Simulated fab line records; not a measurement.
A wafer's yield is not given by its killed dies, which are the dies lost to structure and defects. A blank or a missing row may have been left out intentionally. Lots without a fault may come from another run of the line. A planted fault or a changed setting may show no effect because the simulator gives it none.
Comparing a struck lot with a sound one ; flow sky130 ; 20 steps out of a route of 708
Sound: these wafers, L719.3, L719.4, L719.5. Wafers struck: L717.2, L717.3, L717.4. The cause is given at the end.
Each step with rows lists, per side, the tool, then ch with its chambers, then its first start. Under that, the readings that differ: sound wafers ; struck wafers ; difference of the means ; sigmas: that difference in standard deviations of wafers without a fault.
alike: words and numbers the same on both sides, and readings whose means are apart by under 2 such deviations; not compared: readings that were withheld, readings missing a value for some wafer, numbers with overlapping values and no deviation given by the record, and bounds like >300 which may hide the same value.
The two part at a step that has a row with sigmas, a row that says differs or no value, or rows on one side only. Non-overlapping numbers with no deviation appear without sigmas and do not part them. Lack of a reading on every wafer of one side parts them only where that side has two or more wafers.

SKY_LDD_HVP_OVL_MEAS_07:
  sound: overlay-01 at day 26 18:35; struck: overlay-01 at day 26 10:07
  alike: LDD_HVP_OVL
following that, these wafers have no rows for 1 step: SKY_LDD_HVP_IMPLANT_08.
SKY_LDD_HVP_STRIP_09: strips in O2/N2.
  sound on plasmaAsher-04 ch 0,1, day 26 18:49; struck on plasmaAsher-02 ch 0,1, day 26 10:17
reading;sound;struck;difference;sigmas
stripTimeToEndpointS (s);4.116 4.100 4.108;4.166 4.123 4.139;+0.035;+2
  alike: drypumpMotorCurrentA, oesProductAu
  not compared: rfHoursCounterH
SKY_LDD_HVP_TW_MEAS_10:
  sound: filmMetro-03 at day 26 18:54; struck: filmMetro-03 at day 26 10:24
  alike: LDD_HVP_TW
then, 7 steps without rows for these wafers: SKY_LDD_LDN_DEHYDRATE_00 (time 60 s); SKY_LDD_LDN_HMDS_01 (prime time 60 s); SKY_LDD_LDN_COAT_02 (resist thk 1140 nm); SKY_LDD_LDN_SOFTBAKE_03 (time 60 s); SKY_LDD_LDN_EXPOSE_04 (exposes mask LDNTM, target cd 700 nm); SKY_LDD_LDN_PEB_05; SKY_LDD_LDN_DEVELOP_06 (develop time 60 s).
SKY_LDD_LDN_OVL_MEAS_07:
  sound: overlay-02 at day 27 23:53; struck: overlay-01 at day 27 15:34
  alike: LDD_LDN_OVL
SKY_LDD_LDN_IMPLANT_08:
  sound on implanter-04 ch 0, day 27 23:57; struck on implanter-01 ch 0, day 27 15:37
reading;sound;struck;difference;sigmas
beamEnergyKeV;14.996 14.997 15.002;19.646 19.642 19.647;+4.647;+99 or more
model.implant.rpNm (nm);12.95 12.95 12.95;15.05 15.05 15.05;+2.10;
model.implant.drpNm (nm);5.933 5.933 5.933;7.123 7.123 7.123;+1.190;
then, 3 steps without rows for these wafers: SKY_LDD_LDN_IMPLANT_09; SKY_LDD_LDN_IMPLANT_10; SKY_LDD_LDN_IMPLANT_11.
SKY_LDD_LDN_STRIP_12: strips in O2/N2.
  sound on plasmaAsher-03 ch 0,1, day 28 00:32; struck on plasmaAsher-01 ch 0,1, day 27 16:12
  alike: drypumpMotorCurrentA, oesProductAu, stripTimeToEndpointS
  not compared: rfHoursCounterH
SKY_LDD_LDN_TW_MEAS_13:
  sound: filmMetro-02 at day 28 00:37; struck: filmMetro-02 at day 27 16:19
reading;sound;struck;difference;sigmas
LDD_LDN_TW;1476 1476 1474;1517 1506 1507;+35;+6
then, 1 step without rows for these wafers: SKY_LDD_LDN_CLEAN_14 (cleans in SC1/SC2, time 150 s).
-- the record jumps here: 21 days lie between the struck wafers' starts before and after (it left off in module LDD_LDN and takes up again in module PAD_OPEN, whose first step shown is number 708 of the route) --
SKY_PAD_OPEN_PROBE_99:
  sound: prober-02 at day 49 04:58; struck: prober-02 at day 48 21:35
reading;sound;struck;difference;sigmas
model.etest.tipSonos.rsOhmSq;2719 2763 2730;2536 2558 2589;-176;
  alike: killed_at_M0_to_M3, killed_at_M4_up, killedAtContacts, killedAtFrontEnd, killedAtOther, killedDies, killedOpen, killedShort

== WHERE THEY PART ==
First at SKY_LDD_HVP_STRIP_09; last, within this record, at SKY_LDD_LDN_TW_MEAS_13. Later steps at which nothing parts them and some readings are alike: SKY_PAD_OPEN_PROBE_99.

WHY: what the simulator had put in
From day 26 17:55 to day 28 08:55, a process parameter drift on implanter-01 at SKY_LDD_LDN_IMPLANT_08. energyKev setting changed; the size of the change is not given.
